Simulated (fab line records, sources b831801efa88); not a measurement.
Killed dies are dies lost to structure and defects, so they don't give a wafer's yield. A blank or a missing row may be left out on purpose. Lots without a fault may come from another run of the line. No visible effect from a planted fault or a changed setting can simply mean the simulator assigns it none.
Which tool is to blame? / flow gf180mcu / Sampling: 12 lots, 36 wafers, 3 of 602 route steps

== WHAT EACH GAUGE READ, for each wafer ==
GF_MVPSD_TW_MEAS_11. Usual: MVPSD_TW typically reads 554, with standard deviation 5.2.
lot=L742; measured=day 5 06:26; on=filmMetro-03; MVPSD_TW=555 555 555; flag=
lot=L745; measured=day 5 19:47; on=filmMetro-02; MVPSD_TW=562 562 562; flag=
lot=L746; measured=day 6 00:00; on=filmMetro-03; MVPSD_TW=552 553 554; flag=
lot=L747; measured=day 6 07:23; on=filmMetro-02; MVPSD_TW=558 559 558; flag=
lot=L748; measured=day 6 11:41; on=filmMetro-02; MVPSD_TW=559 557 558; flag=
lot=L753; measured=day 7 20:46; on=filmMetro-03; MVPSD_TW=557 556 554; flag=
lot=L756; measured=day 8 14:07; on=filmMetro-02; MVPSD_TW=556 556 558; flag=
lot=L757; measured=day 8 18:58; on=filmMetro-02; MVPSD_TW=553 557 557; flag=
lot=L758; measured=day 9 06:48; on=filmMetro-02; MVPSD_TW=558 557 555; flag=
lot=L759; measured=day 9 10:10; on=filmMetro-03; MVPSD_TW=547 547 553; flag=
lot=L764; measured=day 10 11:34; on=filmMetro-01; MVPSD_TW=544 543 542; flag=
lot=L765; measured=day 10 17:58; on=filmMetro-03; MVPSD_TW=550 554 552; flag=

GF_DUAL_GATE_OVL_MEAS_11. Usual: DUAL_GATE_OVL typically reads -0.9 nm, with standard deviation 1.6.
lot=L742; measured=day 8 14:25; on=overlay-02; DUAL_GATE_OVL (nm)=2.3 1.4 4.1; flag=
lot=L745; measured=day 9 04:19; on=overlay-02; DUAL_GATE_OVL (nm)=0.0 -0.5 -0.7; flag=
lot=L746; measured=day 9 10:59; on=overlay-01; DUAL_GATE_OVL (nm)=-1.1 0.4 0.6; flag=
lot=L747; measured=day 9 17:44; on=overlay-02; DUAL_GATE_OVL (nm)=-0.8 -0.4 -0.1; flag=
lot=L748; measured=day 9 22:52; on=overlay-01; DUAL_GATE_OVL (nm)=- - -; flag=OFF
lot=L753; measured=day 11 12:34; on=overlay-02; DUAL_GATE_OVL (nm)=-2.4 -0.6 -3.2; flag=
lot=L756; measured=day 12 11:39; on=overlay-02; DUAL_GATE_OVL (nm)=-1.4 -2.4 -1.1; flag=
lot=L757; measured=day 12 15:32; on=overlay-01; DUAL_GATE_OVL (nm)=-3.0 -3.8 -3.6; flag=
lot=L758; measured=day 13 06:06; on=overlay-01; DUAL_GATE_OVL (nm)=0.2 0.4 -0.1; flag=
lot=L759; measured=day 13 09:16; on=overlay-02; DUAL_GATE_OVL (nm)=-0.8 -4.3 -3.5; flag=
lot=L764; measured=day 14 17:02; on=overlay-02; DUAL_GATE_OVL (nm)=-0.5 -0.7 -1.0; flag=
lot=L765; measured=day 14 22:53; on=overlay-01; DUAL_GATE_OVL (nm)=-1.8 -0.8 -0.1; flag=

== WHICH TOOL RAN EACH LOT (tool, then ch and the chambers of the sampled wafers, then the start) ==
lot=L742; GF_DUAL_GATE_EXPOSE_08=ilineStepper-02 ch 0, day 8 06:29
lot=L745; GF_DUAL_GATE_EXPOSE_08=ilineStepper-01 ch 0, day 8 19:56
lot=L746; GF_DUAL_GATE_EXPOSE_08=ilineStepper-01 ch 0, day 9 02:36
lot=L747; GF_DUAL_GATE_EXPOSE_08=ilineStepper-02 ch 0, day 9 09:17
lot=L748; GF_DUAL_GATE_EXPOSE_08=ilineStepper-02 ch 0, day 9 13:53
lot=L753; GF_DUAL_GATE_EXPOSE_08=ilineStepper-01 ch 0, day 11 02:55
lot=L756; GF_DUAL_GATE_EXPOSE_08=ilineStepper-02 ch 0, day 12 01:42
lot=L757; GF_DUAL_GATE_EXPOSE_08=ilineStepper-02 ch 0, day 12 05:47
lot=L758; GF_DUAL_GATE_EXPOSE_08=ilineStepper-01 ch 0, day 12 20:24
lot=L759; GF_DUAL_GATE_EXPOSE_08=ilineStepper-02 ch 0, day 12 23:42
lot=L764; GF_DUAL_GATE_EXPOSE_08=ilineStepper-01 ch 0, day 14 06:59
lot=L765; GF_DUAL_GATE_EXPOSE_08=ilineStepper-02 ch 0, day 14 12:38
- GF_DUAL_GATE_EXPOSE_08: exposes mask Dualgate, target cd 700 nm.

== AS READ BY THE TOOLS THEMSELVES (means over the sampled wafers that have a number; for cases with no such wafer, the mark the record gives instead) ==
GF_DUAL_GATE_EXPOSE_08. Usual: 22.99 C for reticleTempC, sd 0.11.
lot=L742; tool=ilineStepper-02; reticleTempC (C)=22.88; flag=
lot=L745; tool=ilineStepper-01; reticleTempC (C)=23.09; flag=
lot=L746; tool=ilineStepper-01; reticleTempC (C)=23.03; flag=
lot=L747; tool=ilineStepper-02; reticleTempC (C)=22.89; flag=
lot=L748; tool=ilineStepper-02; reticleTempC (C)=22.95; flag=
lot=L753; tool=ilineStepper-01; reticleTempC (C)=23.10; flag=
lot=L756; tool=ilineStepper-02; reticleTempC (C)=23.02; flag=
lot=L757; tool=ilineStepper-02; reticleTempC (C)=23.00; flag=
lot=L758; tool=ilineStepper-01; reticleTempC (C)=23.12; flag=
lot=L759; tool=ilineStepper-02; reticleTempC (C)=23.07; flag=
lot=L764; tool=ilineStepper-01; reticleTempC (C)=22.97; flag=
lot=L765; tool=ilineStepper-02; reticleTempC (C)=22.95; flag=

== THE ANSWER, worked out from the rows above alone ==
Rule: a lot counts as off when the mean over its wafers that have a number is more than 3 standard deviations away from the usual mean. A lot without any number at a reading at which 4 lots or more have one is off too. The other lots that the step has rows for count as sound. The gauges are gone through in route order, then the tools' own readings, and for those a lot's mean is taken as printed above. The first step at which some lot is off is used, and at that step the reading that is off furthest; a lot without a number counts as furthest.
Off: at GF_DUAL_GATE_OVL_MEAS_11 (DUAL_GATE_OVL), L748. Without a number there: L748.
A tool fits if, at a process step before that reading, it ran every lot that is off, and no sound lot after the first of them. Those tools and the gauges at GF_DUAL_GATE_OVL_MEAS_11 are tried in the same way. No candidate that was tried fits.

== WHAT THE SIMULATOR HAD PUT IN ==
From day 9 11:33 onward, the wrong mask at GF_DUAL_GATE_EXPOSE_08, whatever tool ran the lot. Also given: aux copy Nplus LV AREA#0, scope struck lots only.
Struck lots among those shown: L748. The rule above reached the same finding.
